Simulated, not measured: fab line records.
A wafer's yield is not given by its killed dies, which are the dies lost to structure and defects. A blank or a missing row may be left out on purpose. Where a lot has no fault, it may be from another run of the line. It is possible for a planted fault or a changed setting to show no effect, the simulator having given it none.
Which tool is to blame?    flow sky130    13 lots, 39 wafers sampled, at 2 steps of a route of 708

== WHAT THE GAUGES SHOWED, per wafer ==
SKY_LOCAL_INTERCONNECT_THK_MEAS_02: measures by xrf.
lot   measured      on            LOCAL_INTERCONNECT_TIN_THK (nm)
L256  day 30 14:02  filmMetro-01  101.1 100.0 100.9
L257  day 30 16:35  filmMetro-03  101.3 100.3 99.7
L258  day 31 05:57  filmMetro-01  102.4 101.9 102.6
L262  day 32 12:46  filmMetro-02  103.2 102.4 102.1
L263  day 32 20:55  filmMetro-03  99.8 99.5 99.4
L265  day 33 21:48  filmMetro-03  100.4 101.4 100.9
L266  day 33 22:40  filmMetro-01  98.2 100.0 98.7
L269  day 34 18:24  filmMetro-03  99.4 98.7 98.0
L271  day 35 09:38  filmMetro-02  99.3 101.1 100.6
L272  day 35 13:49  filmMetro-01  102.1 102.0 100.7
L274  day 36 00:49  filmMetro-01  102.3 101.3 102.0
L273  day 36 08:36  filmMetro-01  102.5 102.9 100.9
L275  day 36 15:58  filmMetro-03  101.6 99.4 102.1

== WHICH TOOL RAN EACH LOT (tool, then ch and the chambers of the sampled wafers, then the start) ==
lot   SKY_LI_CONTACT_SPUTTER_19
L256  pvdSputter-02, day 30 13:05
L257  pvdSputter-03, day 30 15:39
L258  pvdSputter-03, day 31 05:00
L262  pvdSputter-03, day 32 11:50
L263  pvdSputter-03, day 32 19:46
L265  pvdSputter-03, day 33 20:52
L266  pvdSputter-02, day 33 21:44
L269  pvdSputter-03, day 34 17:29
L271  pvdSputter-03, day 35 08:43
L272  pvdSputter-03, day 35 12:53
L274  pvdSputter-03, day 35 23:53
L273  pvdSputter-03, day 36 07:41
L275  pvdSputter-02, day 36 15:02
- SKY_LI_CONTACT_SPUTTER_19: material Ti, target thk 20 nm, time 106.37 s.

== WHAT THE TOOLS THEMSELVES READ (means of the sampled wafers that have a number; where no wafer has one, the mark that the record gives instead) ==
SKY_LI_CONTACT_SPUTTER_19.
lot   tool           substrateTempC (C)  throttleValvePct (%)
L256  pvdSputter-02  199.91              29.8
L257  pvdSputter-03  199.80              29.5
L258  pvdSputter-03  200.04              29.5
L262  pvdSputter-03  199.89              30.3
L263  pvdSputter-03  200.05              30.0
L265  pvdSputter-03  200.04              29.8
L266  pvdSputter-02  199.86              30.0
L269  pvdSputter-03  200.09              30.1
L271  pvdSputter-03  200.11              29.8
L272  pvdSputter-03  199.96              29.5
L274  pvdSputter-03  199.93              29.7
L273  pvdSputter-03  199.88              29.8
L275  pvdSputter-02  199.91              29.9

== THE ANSWER, worked out from the rows above alone ==
Rule: usual is defined by the lots themselves. Put in order of their means at a reading, lots are off if they are a third of the lots or fewer, leave a main group of 4 or more, and stand apart from it by a gap of 3 or more times the standard deviation of the main group's means; of several such gaps the widest counts. A main group is skipped when, at the precision printed for the reading in the tables above, its means are all equal. Also off: a lot with no number at a reading for which 4 or more lots have one. Any other lot the step has rows for is counted as sound. Order of review: gauges by route order, followed by the tools' own readings, for which a lot's mean as printed above is used. The first step at which some lot is off is used, and at that step the reading that is off furthest; a lot without a number counts as furthest.
No lot is off at any reading shown: from this, nothing can be told.

== WHAT THE SIMULATOR HAD PUT IN ==
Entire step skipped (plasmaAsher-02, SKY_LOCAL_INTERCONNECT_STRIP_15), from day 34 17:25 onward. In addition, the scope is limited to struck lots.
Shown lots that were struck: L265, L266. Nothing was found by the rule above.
